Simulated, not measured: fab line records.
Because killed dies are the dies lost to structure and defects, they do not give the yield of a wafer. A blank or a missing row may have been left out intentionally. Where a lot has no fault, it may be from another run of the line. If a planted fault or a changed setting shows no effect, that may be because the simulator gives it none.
Split-lot experiment | flow gf180mcu | 5 lots, 23 wafers read, on a route of 602 steps

SPLIT DETAILS
At GF_V5_EXPOSE_11 (exposes mask Via5, target cd 260 nm), the setting dose-mj was moved away from the recipe's 38 on 7 of the 23 wafers read, by -2.7% to +6.7%. The other wafers ran this setting at the recipe's value.

FROM THE SPLIT TO THE READING: what the file shows between them, 2 steps
- GF_V5_PEB_12: peb time 90 s
- GF_V5_DEVELOP_13: develop time 60 s

THE READING
At GF_V5_CD_MEAS_14: cd-nm in nanometres, against a target cd of 260 nm. A value of 259.3 nm with a standard deviation of 1.1 nm is what fault-free wafers of this fab line usually give.

wafer  | tool, chamber at the split | dose-mj as run | against the recipe | cd-nm, nm | against lot-mates on the recipe
L076.1 | krf-scanner-02, 0          | 38             | recipe             | 256.9     | -
L076.3 | krf-scanner-02, 0          | 38             | recipe             | 258.5     | -
L076.4 | krf-scanner-02, 0          | 38             | recipe             | 258.1     | -
L076.5 | krf-scanner-02, 0          | 38             | recipe             | 256.6     | -
L076.6 | krf-scanner-02, 0          | 38             | recipe             | 257.1     | -
L077.1 | krf-scanner-01, 0          | 38             | recipe             | 259.3     | -
L077.3 | krf-scanner-01, 0          | 38             | recipe             | 258.3     | -
L077.4 | krf-scanner-01, 0          | 38             | recipe             | 258.1     | -
L077.5 | krf-scanner-01, 0          | 36.96          | -2.7%              | 253.8     | -4.8
L077.6 | krf-scanner-01, 0          | 36.96          | -2.7%              | 254.5     | -4.1
L079.1 | krf-scanner-01, 0          | 38             | recipe             | 260.8     | -
L079.2 | krf-scanner-01, 0          | 40.35          | +6.2%              | 270.7     | +10.2
L079.3 | krf-scanner-01, 0          | 40.35          | +6.2%              | 270.2     | +9.7
L079.4 | krf-scanner-01, 0          | 40.35          | +6.2%              | 270.6     | +10.1
L079.5 | krf-scanner-01, 0          | 38             | recipe             | 260.2     | -
L080.1 | krf-scanner-02, 0          | 38             | recipe             | 260.6     | -
L080.2 | krf-scanner-02, 0          | 40.55          | +6.7%              | 269.7     | +9.5
L080.4 | krf-scanner-02, 0          | 38             | recipe             | 259.8     | -
L080.5 | krf-scanner-02, 0          | 40.55          | +6.7%              | 270.5     | +10.3
L080.6 | krf-scanner-02, 0          | 38             | recipe             | 260.2     | -
L082.2 | krf-scanner-01, 0          | 38             | recipe             | 257.5     | -
L082.5 | krf-scanner-01, 0          | 38             | recipe             | 259.3     | -
L082.6 | krf-scanner-01, 0          | 38             | recipe             | 259.0     | -

THE FIT
A straight line over all 23 wafers: cd-nm changes by +1.79 nm for each +1% of dose-mj; r = +0.98; the points scatter about the line by 1.2 nm.
The same after taking each lot's own level away (the mean of its wafers on the recipe; 23 wafers): +1.56 nm for each +1%; r = +0.99; scatter 0.6 nm.
According to that fit, moving dose-mj by its largest amount changes the reading by 10 nm.
Across the lots, their own levels run from 257.44 to 260.50 nm, a range of 2.8 times the standard deviation given above.
Hence the slope depends on the lot-to-lot level, as the two fits are not the same.
Check: for one of the wafers moved furthest among these (+6.7%), held out of the fit, the line's prediction against its lot-mates is +10.7 nm. It came out at +9.5 nm against them.

ADDITIONAL SPLITS CARRIED BY THESE WAFERS
These wafers also went through other splits before the reading. Each is held against what the fit with the lots' levels taken away leaves over:
other split on the same wafers | wafers away from the commonest value | r with cd-nm (lot level and that fit taken away)
GF_MIM_SPUTTER_08 time-s       | 9                                    | -0.23
GF_MIM_METAL_ETCH_19 bias-w    | 10                                   | +0.08

THE WHOLE CHAIN: every reading that the file lists as answering this split, in the file's order
step             | what it does                                                 | reading                                                   | change (the file's fit)              | r (the file's)
GF_V5_CD_MEAS_14 | target cd 260 nm                                             | cd-nm                                                     | +1.54 nm for each +1% of the setting | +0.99
GF_V5_ETCH_16    | etches BARC in N2/H2                                         | V5.cd-nm (the simulator's own value, which no gauge read) | +1.61 nm for each +1% of the setting | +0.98
GF_V5_ETCH_17    | etches SiO2 in C4F8/O2/Ar, stops on TiN, target depth 855 nm | V5.cd-nm (the simulator's own value, which no gauge read) | +1.73 nm for each +1% of the setting | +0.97

THE FILE'S OWN FIT
cd-nm changes by +1.54 nm for each +1% of dose-mj, r = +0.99.
